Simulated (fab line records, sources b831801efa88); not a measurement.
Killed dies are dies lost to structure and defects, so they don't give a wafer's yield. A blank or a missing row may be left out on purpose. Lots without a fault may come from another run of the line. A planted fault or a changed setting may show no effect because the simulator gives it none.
One fault seen from 2 desks | flow sfq_line | each desk has only its own numbers; what lay behind them comes last

THE METROLOGY DESK
What the gauges read, lot by lot, whatever tool the lot ran on: means of the sampled wafers that have a number. A lot is out of limits, marked OUT, if its mean lies more than 4 standard deviations from the usual mean; the brackets give that distance.
Columns: A = I4_BOW at SFQ_I4_BOW_MEAS_927, usual 1 um; B = JJ_NB_RS at SFQ_JJ_RS_MEAS_929, usual 1.047 ohm/sq
lot  | first seen here | A   | B
L585 | day 55 14:20    | 0   | 1.041
L586 | day 55 23:57    | 5   | 1.053
L587 | day 56 08:57    | 6   | 1.062
L588 | day 56 17:57    | -4  | 1.060
L589 | day 56 23:58    | -9  | 1.059
L590 | day 57 02:58    | -7  | 1.045
L591 | day 57 04:25    | -9  | 1.032
L593 | day 57 13:40    | 2   | 1.052
L594 | day 58 06:28    | -10 | 1.030
L596 | day 58 22:43    | -5  | 1.152 (+9.6) OUT
L605 | day 62 13:47    | 5   | 1.049
L606 | day 62 15:37    | 11  | 1.040
L607 | day 62 16:45    | -2  | 1.054
This desk's finding: out of limits on L596; first on L596, day 64 01:04 (JJ_NB_RS at SFQ_JJ_RS_MEAS_929). In limits: L585, L586, L587, L588, L589, L590, L591, L593, L594, L605, L606, L607.

THE TOOL OWNER'S DESK: pvd_sputter-04
The tool's own readings at SFQ_TRILAYER_JJ_TRILAYER_DEP_SPUTTER_112 (material Nb, target thk 170 nm, time 113.3 s): means of the sampled wafers that have a number, for each lot that ran on this tool. A lot is out of limits, marked OUT, if its mean lies more than 4 standard deviations from the usual mean; the brackets give that distance.
Columns: A = cathode_dc_power_W at SFQ_TRILAYER_JJ_TRILAYER_DEP_SPUTTER_112, usual 2000.0 W; B = substrate_temp_c at SFQ_TRILAYER_JJ_TRILAYER_DEP_SPUTTER_112, usual 19.99 C; C = throttle_valve_pct at SFQ_TRILAYER_JJ_TRILAYER_DEP_SPUTTER_112, usual 29.9 %
lot  | first seen here | A                        | B     | C
L586 | day 60 16:18    | 2000.0                   | 19.90 | 29.6
L587 | day 60 20:59    | 2000.0                   | 19.93 | 29.5
L588 | day 61 10:33    | 2000.1                   | 20.02 | 29.6
L589 | day 61 23:45    | 2000.0                   | 20.06 | 28.9
L593 | day 62 16:33    | 2000.3                   | 19.99 | 29.5
L594 | day 63 05:45    | 1999.7                   | 20.10 | 29.1
L596 | day 64 00:57    | 1846.8 (-99 or more) OUT | 19.98 | 29.6
This desk's finding: out of limits on L596; first on L596, day 64 00:57 (cathode_dc_power_W at SFQ_TRILAYER_JJ_TRILAYER_DEP_SPUTTER_112). In limits: L586, L587, L588, L589, L593, L594.

PUT TOGETHER
The tool owner's desk could have raised an alarm at day 64 00:57, on L596.
The metrology desk could have raised an alarm at day 64 01:04, on L596.
Of the lots named, all ran SFQ_TRILAYER_JJ_TRILAYER_DEP_SPUTTER_112 on pvd_sputter-04.

WHAT THE SIMULATOR HAD PUT IN
Process parameter drift: pvd_sputter-04, from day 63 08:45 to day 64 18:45, at SFQ_TRILAYER_JJ_TRILAYER_DEP_SPUTTER_112. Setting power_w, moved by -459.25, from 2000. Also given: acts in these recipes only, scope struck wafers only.
Lots struck among those shown: L596.
Hours from the fault's start to each desk's first reading out of limits: the tool owner's desk, 16; the metrology desk, 16.
